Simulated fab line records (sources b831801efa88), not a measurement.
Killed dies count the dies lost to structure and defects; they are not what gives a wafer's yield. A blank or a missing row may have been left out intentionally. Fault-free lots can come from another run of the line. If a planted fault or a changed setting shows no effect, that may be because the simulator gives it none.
fab line records | flow sky130
record lots=6 | wafers=18 | last-day=50
route steps=708 shown METAL1@441 PAD_OPEN@708
lots that met no fault: from a run of the same line without faults
start-h: hours from the record's first day to the start of the lot's first wafer shown | wait-h: how many hours have passed since the lot's step before this one | " the same as in the row above | L1.1+2: a row that stands for several wafers | - no value, or no start was given | * or withheld: withheld | < > ~ a bound
route shown NAME@n: NAME is a module with steps in the file, n the number in the route of the first one | usual: mean and standard deviation over wafers with no fault | same: alike in all rows | chamber/n: place in a boat | sites: per-site readings | _std_site: their standard deviation | _edge_site: outer sites' mean less inner sites' | radius-mm: for every site, how far away it sits from the centre of the wafer | mask NAME#n: copy n | behind: tool/chamber where the wafer was last shaped | hold: the reason the lot was held/the length of the hold in hours/how it ended | device: the n, p or np transistor that did not switch | end of line: the route-end tests of the same wafers | where a step has no rows: the recipe by itself | killed: count of dies lost to structure and defects at first sort (not the wafer's yield) | map: shows each die of a wafer: x if killed, . if not, _ if none is there
set.NAME: the setting that was run; set.NAME@STEP: the one run at that earlier step | model.NAME: the simulator's own value behind a step, which no gauge read
lots seen at some steps along the route; tables by step, rows by wafer
services: a tool's chamber out of use, with start hour (start-h, from the record's first day; less than 0 if before it), hours out, and reason
## steps
# step SKY_METAL1_DEHYDRATE_07
# recipe temp-c=200 | time-s=60
# step SKY_METAL1_HMDS_08
# recipe prime-time-s=60 | prime-temp-c=120
# step SKY_METAL1_COAT_09
# recipe resist=BARC | temp-c=withheld | time-s=withheld | spin-rpm=3000 | resist-thk-nm=60
# step SKY_METAL1_COAT_10
# recipe resist=KrF-thick | spin-rpm=3000 | resist-thk-nm=450
# step SKY_METAL1_SOFTBAKE_11
# recipe temp-c=100 | time-s=90 | resist=KrF-thick
# step SKY_METAL1_EXPOSE_12
# recipe mask-id=MM1 | na=0.8 | source-shape=annular | sigma-inner=0.55 | sigma-outer=0.85 | target-cd-nm=140 | dose-mj=28
# step SKY_METAL1_PEB_13
# recipe peb-temp-c=withheld | peb-time-s=withheld | resist=KrF-thick
# step SKY_METAL1_DEVELOP_14
# recipe develop-time-s=60 | resist=KrF-thick | dev-temp-c=21
# step SKY_METAL1_CD_MEAS_15
# recipe target-cd-nm=140
# usual cd-nm=139.8/1.5
lot.wafer | tool      | chamber | start-h | wait-h | cd-nm
L144.1    | cd-sem-01 | -       | 766.58  | -      | 139.4
L144.4    | "         | -       | "       | "      | 138.2
L144.5    | "         | -       | "       | "      | 137.8
L146.1    | cd-sem-01 | -       | 793.38  | -      | 140.7
L146.4    | "         | -       | "       | "      | 140.5
L146.6    | "         | -       | "       | "      | 142.9
L153.1    | cd-sem-02 | -       | 843.78  | -      | 140.2
L153.3    | "         | -       | "       | "      | 139.6
L153.4    | "         | -       | "       | "      | 140.0
L154.1    | cd-sem-01 | -       | 856.57  | -      | 136.7
L154.2    | "         | -       | "       | "      | 135.8
L154.6    | "         | -       | "       | "      | 137.7
L165.1    | cd-sem-02 | -       | 926.53  | -      | 139.6
L165.5    | "         | -       | "       | "      | 138.7
L165.6    | "         | -       | "       | "      | 139.3
L166.2    | cd-sem-02 | -       | 932.34  | -      | 141.5
L166.5    | "         | -       | "       | "      | 140.6
L166.6    | "         | -       | "       | "      | 140.8
# step SKY_METAL1_OVL_MEAS_16
# usual METAL1_OVL=-3/5.8
lot.wafer | tool       | chamber | start-h | wait-h | METAL1_OVL[nm]
L144.1    | overlay-02 | -       | 766.70  | 0.1    | -9
L144.4    | "          | -       | "       | "      | -1
L144.5    | "          | -       | "       | "      | 0
L146.1    | overlay-02 | -       | 793.50  | 0.1    | -2
L146.4    | "          | -       | "       | "      | -1
L146.6    | "          | -       | "       | "      | -8
L153.1    | overlay-02 | -       | 843.90  | 0.1    | -4
L153.3    | "          | -       | "       | "      | 0
L153.4    | "          | -       | "       | "      | -4
L154.1    | overlay-02 | -       | 856.69  | 0.1    | 2
L154.2    | "          | -       | "       | "      | -1
L154.6    | "          | -       | "       | "      | -3
L165.1    | overlay-01 | -       | 926.65  | 0.1    | 0
L165.5    | "          | -       | "       | "      | 12
L165.6    | "          | -       | "       | "      | -1
L166.2    | overlay-01 | -       | 932.44  | 0.1    | -4
L166.5    | "          | -       | "       | "      | -13
L166.6    | "          | -       | "       | "      | -7
# step SKY_METAL1_DESCUM_17
# recipe chemistry=O2 | source-power-w=150 | bias-power-w=0 | pressure-mtorr=10 | temp-c=40 | time-s=8
# usual chamber-pressure-mTorr=10.000/0.009 | drypump-motor-current-A=5.6/0.41 | oes-product-au=1.001/0.011
# same time-s=8
lot.wafer | tool         | chamber | start-h | wait-h | chamber-pressure-mTorr | drypump-motor-current-A | oes-product-au | rf-hours-counter-h
L144.1    | rie-metal-02 | 0       | 766.73  | 0.0    | 9.995                  | 5.1                     | 1.000          | 14
L144.4    | "            | 0       | "       | "      | 10.005                 | 5.1                     | 1.004          | -
L144.5    | "            | 0       | "       | "      | 9.997                  | 5.1                     | 1.002          | -
L146.1    | rie-metal-01 | 1       | 793.54  | 0.0    | 9.986                  | 5.7                     | 1.027          | 4
L146.4    | "            | 0       | "       | "      | 10.005                 | 6.2                     | 0.997          | -
L146.6    | "            | 1       | "       | "      | 9.983                  | 5.7                     | 1.020          | -
L153.1    | rie-metal-02 | 1       | 843.93  | 0.0    | 9.984                  | 5.7                     | 1.002          | 4
L153.3    | "            | 1       | "       | "      | 10.004                 | 5.7                     | 0.997          | -
L153.4    | "            | 0       | "       | "      | 10.008                 | 5.1                     | 1.009          | -
L154.1    | rie-metal-02 | 1       | 856.72  | 0.0    | 10.012                 | 5.8                     | 0.988          | 4
L154.2    | "            | 0       | "       | "      | 9.987                  | 5.1                     | 0.998          | 1
L154.6    | "            | 1       | "       | "      | 9.984                  | 5.8                     | 0.998          | -
L165.1    | rie-metal-01 | 0       | 926.69  | 0.0    | 10.001                 | 6.3                     | 1.002          | 2
L165.5    | "            | 1       | "       | "      | 9.989                  | 5.7                     | 1.015          | -
L165.6    | "            | 0       | "       | "      | 9.999                  | 6.3                     | 0.998          | -
L166.2    | rie-metal-02 | 1       | 932.47  | 0.0    | 10.006                 | 5.8                     | 1.000          | 7
L166.5    | "            | 0       | "       | "      | 10.001                 | 5.0                     | 1.004          | -
L166.6    | "            | 1       | "       | "      | 9.992                  | 5.8                     | 0.989          | -
# step SKY_METAL1_ETCH_18
# recipe chemistry=N2/H2 | target=BARC | ion-energy-ev=200 | bias-w=100 | pressure-mtorr=30 | n2-flow-sccm=100 | h2-flow-sccm=200 | icp-w=500 | stop-on=SiO2 | time-s=45.9 | target-depth-a=600
# usual bias-w=100.00/0.29 | chamber-pressure-mTorr=30.000/0.028 | drypump-motor-current-A=5.6/0.41 | oes-product-au=0.855/0.0048 | throttle-valve-pct=13.224/0.009
# same time-s=45.9
lot.wafer | tool         | chamber | start-h | wait-h | bias-w | chamber-pressure-mTorr | drypump-motor-current-A | oes-product-au | rf-hours-counter-h | throttle-valve-pct
L144.1    | rie-metal-02 | 0       | 766.79  | 0.1    | 100.15 | 29.923                 | 5.1                     | 0.854          | 14                 | 13.246
L144.4    | "            | 0       | "       | "      | 99.76  | 29.999                 | 5.1                     | 0.862          | -                  | 13.225
L144.5    | "            | 0       | "       | "      | 100.17 | 30.013                 | 5.1                     | 0.850          | -                  | 13.230
L146.1    | rie-metal-01 | 1       | 793.57  | 0.0    | 99.88  | 30.038                 | 5.7                     | 0.859          | 4                  | 13.221
L146.4    | "            | 0       | "       | "      | 99.91  | 30.063                 | 6.3                     | 0.851          | -                  | 13.218
L146.6    | "            | 1       | "       | "      | 99.95  | 30.050                 | 5.7                     | 0.845          | -                  | 13.219
L153.1    | rie-metal-02 | 1       | 843.96  | 0.0    | 100.45 | 30.046                 | 5.8                     | 0.857          | 4                  | 13.220
L153.3    | "            | 1       | "       | "      | 100.55 | 29.982                 | 5.8                     | 0.863          | -                  | 13.221
L153.4    | "            | 0       | "       | "      | 99.95  | 30.021                 | 5.1                     | 0.852          | -                  | 13.229
L154.1    | rie-metal-02 | 1       | 856.75  | 0.0    | 99.75  | 30.055                 | 5.7                     | 0.858          | 4                  | 13.214
L154.2    | "            | 0       | "       | "      | 100.31 | 29.968                 | 5.1                     | 0.854          | 1                  | 13.214
L154.6    | "            | 1       | "       | "      | 99.81  | 29.983                 | 5.7                     | 0.852          | -                  | 13.209
L165.1    | rie-metal-01 | 0       | 926.72  | 0.0    | 99.97  | 29.996                 | 6.3                     | 0.861          | 2                  | 13.224
L165.5    | "            | 1       | "       | "      | 99.93  | 29.988                 | 5.7                     | 0.857          | -                  | 13.230
L165.6    | "            | 0       | "       | "      | 100.16 | 30.028                 | 6.2                     | 0.856          | -                  | 13.234
L166.2    | rie-metal-02 | 1       | 932.50  | 0.0    | 100.42 | 29.985                 | 5.8                     | 0.851          | 7                  | 13.237
L166.5    | "            | 0       | "       | "      | 99.79  | 30.026                 | 5.1                     | 0.854          | -                  | 13.204
L166.6    | "            | 1       | "       | "      | 100.14 | 29.992                 | 5.8                     | 0.847          | -                  | 13.219
# step SKY_METAL1_METAL_ETCH_19
# recipe target-depth-a=3600 | stop-on=SiO2 | over-etch-frac=0.3 | time-s=78 | chemistry=Cl2/BCl3 | resist-sidewall-deg=88 | pressure-mtorr=10 | icp-w=911.2 | bias-w=48.5 | Cl2_flow_sccm=60 | bcl3-flow-sccm=30
# usual bias-w=48.50/0.14 | chamber-pressure-mTorr=10.001/0.0093 | drypump-motor-current-A=5.6/0.42 | oes-product-au=0.855/0.0062 | throttle-valve-pct=22.264/0.0088
# same over-etch-frac=0.3 | time-s=78
lot.wafer | tool         | chamber | start-h | wait-h | bias-w | chamber-pressure-mTorr | drypump-motor-current-A | oes-product-au | rf-hours-counter-h | throttle-valve-pct | model.KrF-thick_of_METAL1_COAT_10.thk-nm | model.SiO2_of_CONTACT_HDPCVD_02.thk-nm
L144.1    | rie-metal-02 | 0       | 766.92  | 0.1    | 48.46  | 9.989                  | 5.1                     | 0.853          | 14                 | 22.264             | 154.9                                    | 326.2
L144.4    | "            | 0       | "       | "      | 48.26  | 10.009                 | 5.1                     | 0.863          | -                  | 22.268             | 154.7                                    | 327.2
L144.5    | "            | 0       | "       | "      | 48.24  | 9.993                  | 5.0                     | 0.863          | -                  | 22.246             | 154.5                                    | 325.7
L146.1    | rie-metal-01 | 1       | 793.63  | 0.0    | 48.40  | 9.992                  | 5.7                     | 0.855          | 4                  | 22.249             | 151.6                                    | 325.5
L146.4    | "            | 0       | "       | "      | 48.48  | 10.019                 | 6.2                     | 0.850          | -                  | 22.262             | 161                                      | 327.5
L146.6    | "            | 1       | "       | "      | 48.20  | 10.004                 | 5.7                     | 0.860          | -                  | 22.273             | 148.9                                    | 326.3
L153.1    | rie-metal-02 | 1       | 844.03  | 0.0    | 62.28  | 10.014                 | 5.8                     | 0.852          | 4                  | 22.264             | 129.9                                    | 322.1
L153.3    | "            | 1       | "       | "      | 62.04  | 10.004                 | 5.8                     | 0.857          | -                  | 22.270             | 126.8                                    | 323
L153.4    | "            | 0       | "       | "      | 48.45  | 10.007                 | 5.0                     | 0.843          | -                  | 22.257             | 156.3                                    | 327.4
L154.1    | rie-metal-02 | 1       | 856.82  | 0.0    | 61.99  | 10.001                 | 5.8                     | 0.848          | 4                  | 22.265             | 131.2                                    | 321.5
L154.2    | "            | 0       | "       | "      | 48.41  | 9.996                  | 5.0                     | 0.852          | 1                  | 22.259             | 156.8                                    | 326.9
L154.6    | "            | 1       | "       | "      | 62.25  | 10.004                 | 5.8                     | 0.850          | -                  | 22.275             | 131.6                                    | 322.3
L165.1    | rie-metal-01 | 0       | 926.78  | 0.0    | 48.65  | 10.008                 | 6.3                     | 0.855          | 2                  | 22.262             | 158.4                                    | 326.3
L165.5    | "            | 1       | "       | "      | 48.46  | 9.991                  | 5.7                     | 0.859          | -                  | 22.271             | 153.3                                    | 324.8
L165.6    | "            | 0       | "       | "      | 48.66  | 9.981                  | 6.3                     | 0.853          | -                  | 22.270             | 157.2                                    | 324.8
L166.2    | rie-metal-02 | 1       | 932.57  | 0.0    | 48.42  | 10.001                 | 5.7                     | 0.866          | 7                  | 22.267             | 161.8                                    | 326.7
L166.5    | "            | 0       | "       | "      | 48.18  | 9.975                  | 5.0                     | 0.850          | -                  | 22.265             | 158.1                                    | 326.1
L166.6    | "            | 1       | "       | "      | 48.50  | 10.012                 | 5.7                     | 0.863          | -                  | 22.268             | 162.9                                    | 327
# step SKY_METAL1_STRIP_20
# recipe chemistry=O2/N2 | power-w=1400 | pressure-mtorr=1500 | platen-temp-c=withheld | o2-flow-sccm=3000 | n2-flow-sccm=300 | overash-fraction=0.5
# usual chamber-pressure-mTorr=1500/3.2 | drypump-motor-current-A=5.7/0.43 | oes-product-au=0.342/0.0049 | strip-time-to-endpoint-s=2.67/0.051
lot.wafer | tool            | chamber | start-h | wait-h | chamber-pressure-mTorr | drypump-motor-current-A | oes-product-au | rf-hours-counter-h | strip-time-to-endpoint-s
L144.1    | plasma-asher-02 | 0       | 767.10  | 0.1    | 1499                   | 6.5                     | 0.341          | 93                 | 2.66
L144.4    | "               | 1       | "       | "      | 1499                   | 5.8                     | 0.350          | -                  | 2.65
L144.5    | "               | 0       | "       | "      | 1501                   | 6.4                     | 0.333          | -                  | 2.65
L146.1    | plasma-asher-02 | 1       | 793.72  | 0.1    | 1498                   | 5.8                     | 0.342          | 95                 | 2.62
L146.4    | "               | 1       | "       | "      | 1500                   | 5.8                     | 0.348          | -                  | 2.73
L146.6    | "               | 1       | "       | "      | 1502                   | 5.8                     | 0.336          | -                  | 2.59
L153.1    | plasma-asher-01 | 0       | 844.12  | 0.1    | 1500                   | 5.1                     | 0.341          | 70                 | 2.38
L153.3    | "               | 0       | "       | "      | 1500                   | 5.1                     | 0.328          | -                  | 2.33
L153.4    | "               | 1       | "       | "      | 1502                   | 5.6                     | 0.342          | -                  | 2.67
L154.1    | plasma-asher-02 | 1       | 856.91  | 0.1    | 1499                   | 5.7                     | 0.333          | 101                | 2.39
L154.2    | "               | 0       | "       | "      | 1499                   | 6.4                     | 0.350          | 101                | 2.67
L154.6    | "               | 0       | "       | "      | 1500                   | 6.4                     | 0.334          | -                  | 2.41
L165.1    | plasma-asher-01 | 1       | 926.87  | 0.1    | 1499                   | 5.6                     | 0.342          | 79                 | 2.70
L165.5    | "               | 1       | "       | "      | 1498                   | 5.7                     | 0.337          | -                  | 2.62
L165.6    | "               | 0       | "       | "      | 1501                   | 5.1                     | 0.343          | -                  | 2.69
L166.2    | plasma-asher-02 | 1       | 932.66  | 0.1    | 1500                   | 5.8                     | 0.336          | 108                | 2.74
L166.5    | "               | 0       | "       | "      | 1502                   | 6.4                     | 0.347          | -                  | 2.70
L166.6    | "               | 1       | "       | "      | 1499                   | 5.7                     | 0.344          | -                  | 2.73
# step SKY_METAL1_STRIP_21
# recipe chemistry=post-etch-residue-remover | time-s=1200 | temp-c=72.5
# step SKY_PAD_OPEN_PROBE_99
# usual defect-limited-yield=82.4/1.8 | killed_at_M0_to_M3=44/7 | killed_at_M4_up=3.0/1.8 | killed-at-contacts=24/4.9 | killed-at-front-end=15/5 | killed-at-other=0.2/0.53 | killed-dies=87/8.7 | killed-open=48/6.8 | killed-short=39/5.7 | sort_bin_3_pad_short=0.9/0.42 | sort_bin_5_function=10.4/1.5 | sort_bin_6_memory=6.3/1.1 | sort-n-pass=405/8.7 | sort-yield-pct=82.4/1.8
# same gross-dies=492 | killed-at-back-side=0 | sort_bin_4_leakage[%]=0 | sort_bin_8_speed[%]=0
lot.wafer | tool      | chamber | start-h | wait-h | defect-limited-yield[%] | killed_at_M0_to_M3 | killed_at_M4_up | killed-at-contacts | killed-at-front-end | killed-at-other | killed-dies | killed-open | killed-short | sort_bin_3_pad_short[%] | sort_bin_5_function[%] | sort_bin_6_memory[%] | sort-n-pass | sort-yield-pct[%]
L144.1    | prober-02 | -       | 1075.55 | 0.1    | 81.7                    | 43                 | 4               | 24                 | 19                  | 0               | 90          | 52          | 38           | 1.0                     | 10.4                   | 6.9                  | 402         | 81.7
L144.4    | prober-02 | -       | 1075.70 | 0.2    | 81.7                    | 42                 | 1               | 30                 | 16                  | 1               | 90          | 43          | 47           | 0.4                     | 11.2                   | 6.7                  | 402         | 81.7
L144.5    | prober-02 | -       | 1075.75 | 0.2    | 78.5                    | 49                 | 7               | 25                 | 25                  | 0               | 106         | 55          | 51           | 1.4                     | 14.0                   | 6.1                  | 386         | 78.5
L146.1    | prober-02 | -       | 1096.25 | 0.1    | 79.7                    | 53                 | 3               | 30                 | 12                  | 2               | 100         | 56          | 44           | 0.6                     | 13.4                   | 6.3                  | 392         | 79.7
L146.4    | prober-02 | -       | 1096.40 | 0.2    | 80.7                    | 52                 | 2               | 27                 | 14                  | 0               | 95          | 52          | 43           | 0.6                     | 11.0                   | 7.7                  | 397         | 80.7
L146.6    | prober-02 | -       | 1096.50 | 0.2    | 82.1                    | 45                 | 1               | 24                 | 17                  | 1               | 88          | 50          | 38           | 0.4                     | 10.4                   | 7.1                  | 404         | 82.1
L153.1    | prober-01 | -       | 1136.40 | 0.1    | 81.5                    | 42                 | 3               | 28                 | 18                  | 0               | 91          | 47          | 44           | 0.6                     | 12.2                   | 5.7                  | 401         | 81.5
L153.3    | prober-01 | -       | 1136.50 | 0.2    | 83.5                    | 44                 | 2               | 22                 | 12                  | 1               | 81          | 46          | 35           | 0.6                     | 9.6                    | 6.3                  | 411         | 83.5
L153.4    | prober-01 | -       | 1136.55 | 0.2    | 83.1                    | 35                 | 1               | 27                 | 20                  | 0               | 83          | 43          | 40           | 0.6                     | 8.9                    | 7.3                  | 409         | 83.1
L154.1    | prober-01 | -       | 1147.94 | 0.1    | 81.9                    | 41                 | 4               | 19                 | 25                  | 0               | 89          | 51          | 38           | 1.2                     | 9.6                    | 7.3                  | 403         | 81.9
L154.2    | prober-01 | -       | 1147.99 | 0.1    | 82.3                    | 43                 | 4               | 31                 | 8                   | 1               | 87          | 44          | 43           | 1.2                     | 10.0                   | 6.5                  | 405         | 82.3
L154.6    | prober-01 | -       | 1148.19 | 0.2    | 83.1                    | 33                 | 3               | 26                 | 21                  | 0               | 83          | 46          | 37           | 0.2                     | 10.4                   | 6.3                  | 409         | 83.1
L165.1    | prober-01 | -       | 1194.78 | 0.1    | 78.7                    | 53                 | 3               | 31                 | 18                  | 0               | 105         | 63          | 42           | 0.8                     | 13.8                   | 6.7                  | 387         | 78.7
L165.5    | prober-01 | -       | 1194.98 | 0.2    | 80.5                    | 55                 | 5               | 25                 | 10                  | 1               | 96          | 57          | 39           | 1.4                     | 11.6                   | 6.5                  | 396         | 80.5
L165.6    | prober-01 | -       | 1195.03 | 0.2    | 81.3                    | 47                 | 4               | 24                 | 17                  | 0               | 92          | 51          | 41           | 0.8                     | 12.4                   | 5.5                  | 400         | 81.3
L166.2    | prober-02 | -       | 1199.54 | 0.1    | 84.1                    | 49                 | 2               | 18                 | 9                   | 0               | 78          | 47          | 31           | 0.8                     | 8.3                    | 6.7                  | 414         | 84.1
L166.5    | prober-02 | -       | 1199.69 | 0.2    | 83.3                    | 35                 | 1               | 33                 | 13                  | 0               | 82          | 50          | 32           | 0.4                     | 10.4                   | 5.9                  | 410         | 83.3
L166.6    | prober-02 | -       | 1199.74 | 0.2    | 82.7                    | 41                 | 1               | 25                 | 18                  | 0               | 85          | 52          | 33           | 1.8                     | 10.2                   | 5.3                  | 407         | 82.7
# killed by level:class
L144.1 VIA1:geometric-particle:open=10 CONTACT:geometric-particle:open=8 LI_CONTACT:geometric-particle:open=7 VIA3:geometric-particle:open=7 FIELD_ISO:geometric-particle:short=6 VIA2:geometric-particle:open=6 METAL2:geometric-particle:short=5 POLY_GATE:geometric-particle:open=4
L144.4 VIA1:geometric-particle:open=15 CONTACT:geometric-particle:open=9 CONTACT:geometric-particle:short=7 VIA1:geometric-particle:short=7 LI_CONTACT:geometric-particle:short=6 METAL1:geometric-particle:short=5 POLY_GATE:geometric-particle:short=5 FIELD_ISO:geometric-particle:short=4
L144.5 CONTACT:geometric-particle:open=13 METAL1:geometric-particle:short=10 VIA1:geometric-particle:open=10 METAL2:geometric-particle:short=7 LI_CONTACT:geometric-particle:open=6 VIA1:geometric-particle:short=6 VIA2:geometric-particle:open=6 FIELD_ISO:geometric-particle:short=5
L146.1 VIA1:geometric-particle:open=13 VIA3:geometric-particle:open=11 CONTACT:geometric-particle:open=9 LI_CONTACT:geometric-particle:open=8 METAL1:geometric-particle:short=8 CONTACT:geometric-particle:short=7 POLY_GATE:geometric-particle:short=5 VIA1:geometric-particle:short=5
L146.4 CONTACT:geometric-particle:open=15 VIA1:geometric-particle:open=14 METAL2:geometric-particle:short=8 METAL1:geometric-particle:short=6 VIA2:geometric-particle:open=6 CONTACT:geometric-particle:short=5 VIA1:geometric-particle:short=5 FIELD_ISO:geometric-particle:short=4
L146.6 CONTACT:geometric-particle:open=11 METAL1:geometric-particle:short=11 VIA1:geometric-particle:open=10 FIELD_ISO:geometric-particle:open=7 CONTACT:geometric-particle:short=6 METAL2:geometric-particle:short=6 POLY_GATE:geometric-particle:open=5 VIA3:geometric-particle:open=5
L153.1 VIA3:geometric-particle:open=10 VIA1:geometric-particle:open=9 CONTACT:geometric-particle:open=7 VIA2:geometric-particle:open=7 FIELD_ISO:geometric-particle:short=6 LI_CONTACT:geometric-particle:open=6 LOCAL_INTERCONNECT:geometric-particle:short=5 METAL2:geometric-particle:short=5
L153.3 VIA1:geometric-particle:open=13 VIA2:geometric-particle:open=11 CONTACT:geometric-particle:open=8 LI_CONTACT:geometric-particle:open=6 METAL1:geometric-particle:short=6 FIELD_ISO:geometric-particle:short=5 VIA3:geometric-particle:short=5 POLY_GATE:geometric-particle:open=3
L153.4 LI_CONTACT:geometric-particle:open=11 CONTACT:geometric-particle:open=7 FIELD_ISO:geometric-particle:short=6 CONTACT:geometric-particle:short=6 VIA3:geometric-particle:open=6 VIA1:geometric-particle:open=5 METAL2:geometric-particle:short=5 VIA3:geometric-particle:short=5
L154.1 FIELD_ISO:geometric-particle:open=11 METAL2:geometric-particle:short=10 VIA2:geometric-particle:open=9 CONTACT:geometric-particle:open=7 VIA1:geometric-particle:open=6 LOCAL_INTERCONNECT:geometric-particle:short=4 CONTACT:geometric-particle:short=4 FIELD_ISO:geometric-particle:short=3
L154.2 METAL2:geometric-particle:short=9 CONTACT:geometric-particle:open=9 LI_CONTACT:geometric-particle:open=8 VIA2:geometric-particle:open=6 METAL1:geometric-particle:short=6 LOCAL_INTERCONNECT:geometric-particle:short=5 VIA3:geometric-particle:open=5 LOCAL_INTERCONNECT:geometric-particle:open=4
L154.6 CONTACT:geometric-particle:open=11 VIA2:geometric-particle:open=7 POLY_GATE:geometric-particle:open=6 POLY_GATE:geometric-particle:short=5 LI_CONTACT:geometric-particle:open=5 VIA1:geometric-particle:short=5 METAL3:geometric-particle:short=5 LOCAL_INTERCONNECT:geometric-particle:open=4
L165.1 CONTACT:geometric-particle:open=13 VIA1:geometric-particle:open=10 VIA3:geometric-particle:open=10 LI_CONTACT:geometric-particle:open=8 VIA2:geometric-particle:open=8 POLY_GATE:geometric-particle:short=6 VIA1:geometric-particle:short=6 LOCAL_INTERCONNECT:geometric-particle:short=5
L165.5 VIA2:geometric-particle:open=11 VIA1:geometric-particle:open=10 CONTACT:geometric-particle:open=9 METAL1:geometric-particle:short=8 LI_CONTACT:geometric-particle:open=6 VIA1:geometric-particle:short=6 CONTACT:geometric-particle:short=5 VIA3:geometric-particle:open=4
L165.6 VIA1:geometric-particle:open=10 VIA3:geometric-particle:open=8 LI_CONTACT:geometric-particle:open=7 VIA1:geometric-particle:short=7 CONTACT:geometric-particle:short=6 CONTACT:geometric-particle:open=6 VIA2:geometric-particle:open=6 POLY_GATE:geometric-particle:open=4
L166.2 VIA1:geometric-particle:open=10 VIA3:geometric-particle:open=8 VIA2:geometric-particle:open=7 METAL2:geometric-particle:short=6 LI_CONTACT:geometric-particle:open=5 CONTACT:geometric-particle:open=5 VIA3:geometric-particle:short=5 VIA2:geometric-particle:short=4
L166.5 CONTACT:geometric-particle:open=11 LI_CONTACT:geometric-particle:open=9 LOCAL_INTERCONNECT:geometric-particle:short=8 VIA1:geometric-particle:open=8 VIA2:geometric-particle:open=6 FIELD_ISO:geometric-particle:open=4 VIA1:geometric-particle:short=4 METAL1:geometric-particle:short=4
L166.6 VIA1:geometric-particle:open=12 CONTACT:geometric-particle:open=11 VIA2:geometric-particle:open=8 CONTACT:geometric-particle:short=6 POLY_GATE:geometric-particle:short=5 LI_CONTACT:geometric-particle:open=5 METAL1:geometric-particle:short=5 VIA3:geometric-particle:short=5
## services
tool            | chamber | start-h | hours | kind
rie-metal-02    | 1       | 759.99  | -     | clean
rie-metal-02    | 1       | 759.99  | 21.8  | scheduled-down
rie-metal-02    | 1       | 759.99  | 21.8  | vent-cycle
rie-metal-02    | -       | 772.79  | 0.2   | repair
rie-metal-01    | -       | 773.01  | 2.9   | repair
plasma-asher-01 | -       | 786.97  | 1.5   | repair
rie-metal-02    | 0       | 789.43  | -     | clean
rie-metal-02    | 0       | 789.43  | 26.8  | scheduled-down
rie-metal-02    | 0       | 789.43  | 26.8  | vent-cycle
plasma-asher-02 | -       | 797.28  | 6.6   | repair
plasma-asher-02 | -       | 806.55  | 0.7   | repair
plasma-asher-02 | -       | 814.75  | 4.6   | repair
plasma-asher-02 | -       | 836.99  | 0.7   | repair
rie-metal-01    | 0       | 863.43  | -     | clean
rie-metal-01    | 0       | 863.43  | 14.6  | scheduled-down
rie-metal-01    | 0       | 863.43  | 14.6  | vent-cycle
rie-metal-02    | -       | 912.61  | 4.3   | pm
## key
first-sign step=SKY_METAL1_METAL_ETCH_19 | reading=bias-w | direction=up | sigmas=99+ | usual=48.50 | struck=62.14
effect step=SKY_METAL1_STRIP_20 | reading=strip-time-to-endpoint-s | direction=down | sigmas=5.6 | usual=* | struck=*
model-effect step=SKY_METAL1_METAL_ETCH_19 | value=KrF-thick_of_METAL1_COAT_10.thk-nm | without=156.6 | struck=129.9
met-at SKY_METAL1_METAL_ETCH_19
struck-wafers L153.1,L153.3,L154.1,L154.6
fault kind=process-parameter-drift | tool=rie-metal-02 | chamber=1 | onset-h=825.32 | steps=SKY_METAL1_METAL_ETCH_19 | channel=bias-w | offset=13.644 | shape=step | end-h=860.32 | acts-in=these-recipes-only | stated=48.5
